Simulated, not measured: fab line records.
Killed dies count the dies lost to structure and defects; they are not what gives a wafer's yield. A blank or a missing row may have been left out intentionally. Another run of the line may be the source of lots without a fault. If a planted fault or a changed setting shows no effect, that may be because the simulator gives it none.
Which tool was responsible? || flow sfqLine || 7 lots, 21 wafers sampled, at 3 steps of a route of 325

WHAT THE GAUGES SHOWED, per wafer
SFQ_I6_OVL_MEAS_942.
{"lot": "L499", "measured": "day 66 02:23", "on": "overlay-01", "I6_OVL (nm)": "3 0 -1"}
{"lot": "L501", "measured": "day 66 06:20", "on": "overlay-02", "I6_OVL (nm)": "-8 -11 -10"}
{"lot": "L503", "measured": "day 66 18:32", "on": "overlay-01", "I6_OVL (nm)": "3 6 3"}
{"lot": "L505", "measured": "day 66 21:56", "on": "overlay-02", "I6_OVL (nm)": "-5 -2 -6"}
{"lot": "L507", "measured": "day 69 01:12", "on": "overlay-01", "I6_OVL (nm)": "8 6 5"}
{"lot": "L509", "measured": "day 69 03:35", "on": "overlay-01", "I6_OVL (nm)": "-1 -3 -2"}
{"lot": "L520", "measured": "day 71 05:38", "on": "overlay-02", "I6_OVL (nm)": "-1 -13 -10"}

TOOL THAT RAN EACH LOT (tool first, then ch and the chambers of the sampled wafers, then the start)
{"lot": "L499", "SFQ_TRILAYER_I5_LITHO_EXPOSE_145": "krfScanner-02 ch 0, day 59 08:47", "SFQ_TRILAYER_I5_STRIP_STRIP_148": "rieMetal-01 ch 0,1, day 59 10:31"}
{"lot": "L501", "SFQ_TRILAYER_I5_LITHO_EXPOSE_145": "krfScanner-02 ch 0, day 59 18:23", "SFQ_TRILAYER_I5_STRIP_STRIP_148": "rieMetal-04 ch 0,1, day 59 20:07"}
{"lot": "L503", "SFQ_TRILAYER_I5_LITHO_EXPOSE_145": "krfScanner-01 ch 0, day 60 13:04", "SFQ_TRILAYER_I5_STRIP_STRIP_148": "rieMetal-04 ch 0,1, day 60 14:35"}
{"lot": "L505", "SFQ_TRILAYER_I5_LITHO_EXPOSE_145": "krfScanner-01 ch 0, day 60 17:28", "SFQ_TRILAYER_I5_STRIP_STRIP_148": "rieMetal-04 ch 0,1, day 60 19:11"}
{"lot": "L507", "SFQ_TRILAYER_I5_LITHO_EXPOSE_145": "krfScanner-01 ch 0, day 62 09:55", "SFQ_TRILAYER_I5_STRIP_STRIP_148": "rieMetal-02 ch 0,1, day 62 11:14"}
{"lot": "L509", "SFQ_TRILAYER_I5_LITHO_EXPOSE_145": "krfScanner-02 ch 0, day 62 13:02", "SFQ_TRILAYER_I5_STRIP_STRIP_148": "rieMetal-02 ch 0,1, day 62 14:46"}
{"lot": "L520", "SFQ_TRILAYER_I5_LITHO_EXPOSE_145": "krfScanner-02, day 66 07:26", "SFQ_TRILAYER_I5_STRIP_STRIP_148": "rieMetal-04 ch 0,1, day 66 08:57"}
- SFQ_TRILAYER_I5_LITHO_EXPOSE_145: exposes mask I5, target cd 700 nm.
- SFQ_TRILAYER_I5_STRIP_STRIP_148: strips in O2.

THE ANSWER, worked out from the rows above alone
Rule: the lots themselves supply what counts as usual. Put in order of their means at a reading, lots are off if they are a third of the lots or fewer, leave a main group of 4 or more, and stand apart from it by a gap of 3 or more times the standard deviation of the main group's means; of several such gaps the widest counts. If all means in a main group match to the digits the tables above print for the reading, that group is not used. Also off: a lot with no number at a reading for which 4 or more lots have one. Any other lot the step has rows for is counted as sound.
No lot is off at any reading shown: from this, nothing can be told.

WHAT WAS PUT IN BY THE SIMULATOR
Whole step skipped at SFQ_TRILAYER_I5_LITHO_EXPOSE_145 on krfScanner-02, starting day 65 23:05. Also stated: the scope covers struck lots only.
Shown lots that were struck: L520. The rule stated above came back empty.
